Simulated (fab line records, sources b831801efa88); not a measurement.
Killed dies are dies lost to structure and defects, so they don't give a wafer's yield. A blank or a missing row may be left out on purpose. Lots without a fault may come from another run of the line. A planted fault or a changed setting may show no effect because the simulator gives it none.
Which tool did it? | flow gf180mcu | 11 lots, 33 wafers sampled, at 4 steps of a route of 602

WHAT THE GAUGES READ, wafer by wafer
GF_VT_IMPLANT_OVL_MEAS_40. Usual: VT_IMPLANT_03_OVL 0.0 nm, standard deviation 1.5.
lot  | measured     | on         | VT_IMPLANT_03_OVL (nm) | flag
L679 | day 9 02:06  | overlay-01 | -1.9 -0.3 -0.4         |
L680 | day 9 04:23  | overlay-01 | -0.4 -0.7 0.7          |
L682 | day 10 02:57 | overlay-01 | -0.9 -2.9 -1.1         |
L683 | day 10 06:09 | overlay-01 | 140.8 139.3 140.6      | OFF
L684 | day 10 11:06 | overlay-02 | 139.1 141.4 139.1      | OFF
L685 | day 10 16:05 | overlay-02 | 3.2 0.5 1.2            |
L690 | day 12 04:55 | overlay-02 | 0.3 -0.9 -0.8          |
L691 | day 12 10:41 | overlay-01 | 1.5 1.0 0.3            |
L693 | day 13 00:24 | overlay-01 | 1.1 0.5 -0.2           |
L695 | day 13 14:16 | overlay-01 | 1.1 1.6 3.1            |
L696 | day 13 21:25 | overlay-01 | 3.0 2.6 1.5            |

WHICH TOOL RAN EACH LOT (tool, then ch and the chambers of the sampled wafers, then the start)
lot  | GF_STI_ETCH_13                    | GF_STI_ETCH_14                  | GF_VT_IMPLANT_EXPOSE_37
L679 | rie_diel-03 ch 0,1, day 3 03:23   | rie_si-02 ch 1,3, day 3 03:28   | iline_stepper-02 ch 0, day 8 17:48
L680 | rie_diel-01 ch 0,1,2, day 3 08:08 | rie_si-02 ch 1,2,3, day 3 08:13 | iline_stepper-02 ch 0, day 8 20:52
L682 | rie_diel-01 ch 0,2,3, day 3 18:56 | rie_si-02 ch 1,2,3, day 3 19:04 | iline_stepper-02 ch 0, day 9 18:25
L683 | rie_diel-04 ch 0,1,3, day 4 00:03 | rie_si-01 ch 1,2,3, day 4 00:08 | iline_stepper-02 ch 0, day 9 21:50
L684 | rie_diel-04 ch 2,3, day 4 04:33   | rie_si-01 ch 0,1,2, day 4 04:38 | iline_stepper-02 ch 0, day 10 02:17
L685 | rie_diel-03 ch 1,3, day 4 09:51   | rie_si-01 ch 0,1, day 4 09:56   | iline_stepper-01 ch 0, day 10 07:15
L690 | rie_diel-03 ch 1,3, day 5 11:48   | rie_si-01 ch 0,2,3, day 5 11:53 | iline_stepper-01 ch 0, day 11 19:56
L691 | rie_diel-04 ch 0,2,3, day 5 17:39 | rie_si-01 ch 0,3, day 5 17:44   | iline_stepper-01 ch 0, day 12 01:27
L693 | rie_diel-01 ch 0,2,3, day 6 03:29 | rie_si-01 ch 0,2,3, day 6 03:34 | iline_stepper-01 ch 0, day 12 14:39
L695 | rie_diel-01 ch 0,3, day 6 13:53   | rie_si-02 ch 0,1,3, day 6 13:58 | iline_stepper-01 ch 0, day 13 04:24
L696 | rie_diel-03 ch 0,1,2, day 6 19:57 | rie_si-02 ch 2,3, day 6 20:02   | iline_stepper-01 ch 0, day 13 11:15
- GF_STI_ETCH_13: etches the open film in CHF3/O2, stops on Si, target depth 282.31 nm, time 112.9 s.
- GF_STI_ETCH_14: etches Si in HBr/Cl2/O2, target depth 360 nm, time 102.9 s.
- GF_VT_IMPLANT_EXPOSE_37: exposes mask Nwell HV AREA, target cd 860 nm.

WHAT THE TOOLS THEMSELVES READ (means of the sampled wafers that have a number; where no wafer has one, the mark that the record gives instead)
GF_STI_ETCH_13. Usual: chamber_pressure_mTorr 40.00 mTorr, standard deviation 0.04; drypump_motor_current_A 5.9 A, standard deviation 0.51; oes_product_au 0.833 a.u., standard deviation 0.006; throttle_valve_pct 8.810 %, standard deviation 0.0079.
lot  | tool        | chamber_pressure_mTorr (mTorr) | drypump_motor_current_A (A) | oes_product_au (a.u.) | throttle_valve_pct (%) | flag
L679 | rie_diel-03 | 40.02                          | 5.9                         | 0.836                 | 8.812                  |
L680 | rie_diel-01 | 40.00                          | 6.0                         | 0.832                 | 8.811                  |
L682 | rie_diel-01 | 40.01                          | 5.8                         | 0.834                 | 8.815                  |
L683 | rie_diel-04 | 40.01                          | 6.0                         | 0.834                 | 8.805                  |
L684 | rie_diel-04 | 40.00                          | 5.5                         | 0.835                 | 8.807                  |
L685 | rie_diel-03 | 40.02                          | 5.8                         | 0.837                 | 8.812                  |
L690 | rie_diel-03 | 39.99                          | 5.8                         | 0.834                 | 8.807                  |
L691 | rie_diel-04 | 39.99                          | 5.9                         | 0.836                 | 8.815                  |
L693 | rie_diel-01 | 39.99                          | 5.8                         | 0.833                 | 8.807                  |
L695 | rie_diel-01 | 40.00                          | 5.5                         | 0.830                 | 8.806                  |
L696 | rie_diel-03 | 39.98                          | 6.2                         | 0.832                 | 8.804                  |

GF_STI_ETCH_14. Usual: chamber_pressure_mTorr 15.001 mTorr, standard deviation 0.013; drypump_motor_current_A 5.83 A, standard deviation 0.24; oes_product_au 0.993 a.u., standard deviation 0.016; throttle_valve_pct 25.661 %, standard deviation 0.015.
lot  | tool      | chamber_pressure_mTorr (mTorr) | drypump_motor_current_A (A) | oes_product_au (a.u.) | throttle_valve_pct (%) | flag
L679 | rie_si-02 | 14.994                         | 5.99                        | 1.007                 | 25.660                 |
L680 | rie_si-02 | 14.994                         | 5.85                        | 1.000                 | 25.660                 |
L682 | rie_si-02 | 14.998                         | 5.85                        | 1.003                 | 25.656                 |
L683 | rie_si-01 | 15.004                         | 5.76                        | 0.982                 | 25.668                 |
L684 | rie_si-01 | 15.009                         | 5.76                        | 0.988                 | 25.673                 |
L685 | rie_si-01 | 15.000                         | 5.76                        | 0.990                 | 25.670                 |
L690 | rie_si-01 | 15.005                         | 5.97                        | 0.982                 | 25.658                 |
L691 | rie_si-01 | 15.004                         | 5.97                        | 0.984                 | 25.666                 |
L693 | rie_si-01 | 14.994                         | 5.99                        | 0.976                 | 25.680                 |
L695 | rie_si-02 | 14.997                         | 5.78                        | 0.991                 | 25.655                 |
L696 | rie_si-02 | 15.017                         | 5.91                        | 1.013                 | 25.649                 |

GF_VT_IMPLANT_EXPOSE_37. Usual: exposure_dose_mJ_cm2 139.98, standard deviation 0.13; reticle_temp_C 23.02 C, standard deviation 0.09.
lot  | tool             | exposure_dose_mJ_cm2 | reticle_temp_C (C) | flag
L679 | iline_stepper-02 | 140.10               | 22.98              |
L680 | iline_stepper-02 | 139.91               | 22.97              |
L682 | iline_stepper-02 | 140.11               | 23.08              |
L683 | iline_stepper-02 | 139.95               | 23.02              |
L684 | iline_stepper-02 | 140.11               | 23.00              |
L685 | iline_stepper-01 | 139.92               | 23.09              |
L690 | iline_stepper-01 | 140.05               | 23.03              |
L691 | iline_stepper-01 | 140.09               | 23.04              |
L693 | iline_stepper-01 | 140.05               | 23.13              |
L695 | iline_stepper-01 | 139.99               | 23.00              |
L696 | iline_stepper-01 | 140.08               | 22.92              |

THE ANSWER, worked out from the rows above alone
Rule: a lot is off if the mean of its wafers that have a number lies more than 3 standard deviations from the usual mean. A lot without any number at a reading at which 4 lots or more have one is off too. The other lots that the step has rows for count as sound. The gauges are gone through in route order, then the tools' own readings, and for those a lot's mean is taken as printed above. The first step at which some lot is off is used, and at that step the reading that is off furthest; a lot without a number counts as furthest.
Off: L683, L684, at GF_VT_IMPLANT_OVL_MEAS_40 (VT_IMPLANT_03_OVL).
A tool fits if, at a process step before that reading, it ran every lot that is off, and no sound lot after the first of them. The gauges at GF_VT_IMPLANT_OVL_MEAS_40 are tried like those tools. One fits: iline_stepper-02 at GF_VT_IMPLANT_EXPOSE_37. Its last sound lot is L682 (day 9 18:25), its first lot that is off L683 (day 9 21:50): a fault that began between those two fits.

WHAT THE SIMULATOR HAD PUT IN
Scanner matching overlay: iline_stepper-02, from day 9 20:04 on, at GF_VT_IMPLANT_EXPOSE_37. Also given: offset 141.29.
Lots struck among those shown: L683, L684. The rule above found the same.
